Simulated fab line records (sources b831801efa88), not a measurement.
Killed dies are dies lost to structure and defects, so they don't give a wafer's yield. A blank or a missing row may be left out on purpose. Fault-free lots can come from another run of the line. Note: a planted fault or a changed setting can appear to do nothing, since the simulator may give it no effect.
Problem report in the 8D (eight disciplines) form, filled by code || flow sky130 || the parts of the form that need people (team, actions taken, sign-off) are left out

== 1. WHAT IS WRONG ==
Mean SD_N_RS at SKY_SD_N_RS_MEAS_16: 67.31 ohm/sq over 6 wafers in 2 lots; fault-free wafers: 68.45 ohm/sq, standard deviation 0.13. That puts it -8.7 standard deviations away from the usual mean.
The step: measures by four-point-probe.
The first sign was on wafer L366.1 at day 32 13:47, on filmMetro-01. Wafers with a number at this step in the record: 33, from 11 lots. Rule for "out", or "out of limits": more than 4 standard deviations from the usual mean. The other wafers with a number count as sound.

== 2. WHAT IT IS AND WHAT IT IS NOT ==
{"question": "which readings at this step", "is": "SD_N_RS", "is not": "-"}
{"question": "which lots", "is": "L366, L368", "is not": "L353, L354, L356, L358, L362, L363, L365, L373, L375"}
{"question": "which wafers of those lots", "is": "all that have a number", "is not": "-"}
{"question": "read on which gauges", "is": "filmMetro-01, filmMetro-02", "is not": "filmMetro-04"}
{"question": "when", "is": "from day 32 13:47", "is not": "up to then (21 sound wafers); but 6 sound wafers of L373, L375 came after"}

== 3. WHAT RULES OUT EACH SUSPECT ==
Counting: a tool at any process step up to the reading remains a suspect when it ran all the lots that are out and ran no sound lot after the first of those.
- ruled out: the gauge at SKY_SD_N_RS_MEAS_16. 2 gauges (filmMetro-01, filmMetro-02) read the wafers that are out.
- rtpAnneal-01 at SKY_SD_N_RTA_14 (time 2 s): kept. Every lot that is out went through it, starting with L366 (day 32 13:37), and after that it ran no sound lot; the last sound lot it ran before then is L362 (day 31 01:19). On those wafers its own readings are out: wafer_temp_C_max.
Remaining after the count: rtpAnneal-01 at SKY_SD_N_RTA_14.

== 4. THE CAUSE (what the simulator had put in) ==
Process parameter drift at SKY_SD_N_RTA_14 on rtpAnneal-01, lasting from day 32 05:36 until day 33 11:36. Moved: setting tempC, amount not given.
After counting, this tool was the only one left.

== 5. SEQUENCE OF EFFECTS, ordered by route ==
One row per reading whose mean, taken over the struck wafers that have a number, lies over 3 standard deviations from the usual. Scope: only readings with a usual standard deviation given in the record; hours: median across lots of the time from each lot's start at the first step in this table that gives one to its start at this step; sigmas: change in usual standard deviations.
{"hours": 0, "step": "SKY_SD_N_RTA_14", "reading": "wafer_temp_C_max", "usual": 1078.2, "on struck wafers": 1086.1, "change": "+7.9", "sigmas": "+6.1"}
{"hours": 0, "step": "SKY_SD_N_RS_MEAS_16", "reading": "SD_N_RS", "usual": "68.45 ohm/sq", "on struck wafers": 67.31, "change": -1.14, "sigmas": -8.7}
{"hours": 0, "step": "SKY_SD_N_RS_MEAS_17", "reading": "SD_P_RS", "usual": "146.9 ohm/sq", "on struck wafers": 140.8, "change": -6.1, "sigmas": -14}
Its process steps:
- SKY_SD_N_RTA_14: time 2 s.
At these later measuring or inspecting steps, every struck wafer for which the step has a row has a number for every such reading, and none has moved that far: SKY_LI_CONTACT_OVL_MEAS_13.

== 6. HOW IT WOULD HAVE BEEN CAUGHT EARLIER ==
In this record the first reading out of limits at a measuring or inspecting step was taken at day 32 13:47, 8 hours after the fault began at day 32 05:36.
The tool's own readings at SKY_SD_N_RTA_14 were out on every struck wafer that the step has a row for (wafer_temp_C_max): an alarm limit on them would have fired on the first of those.
Of the lots that are out (2), L368 began SKY_SD_N_RTA_14 on rtpAnneal-01 after day 32 13:47. A hold on the tool at that time would have spared it.
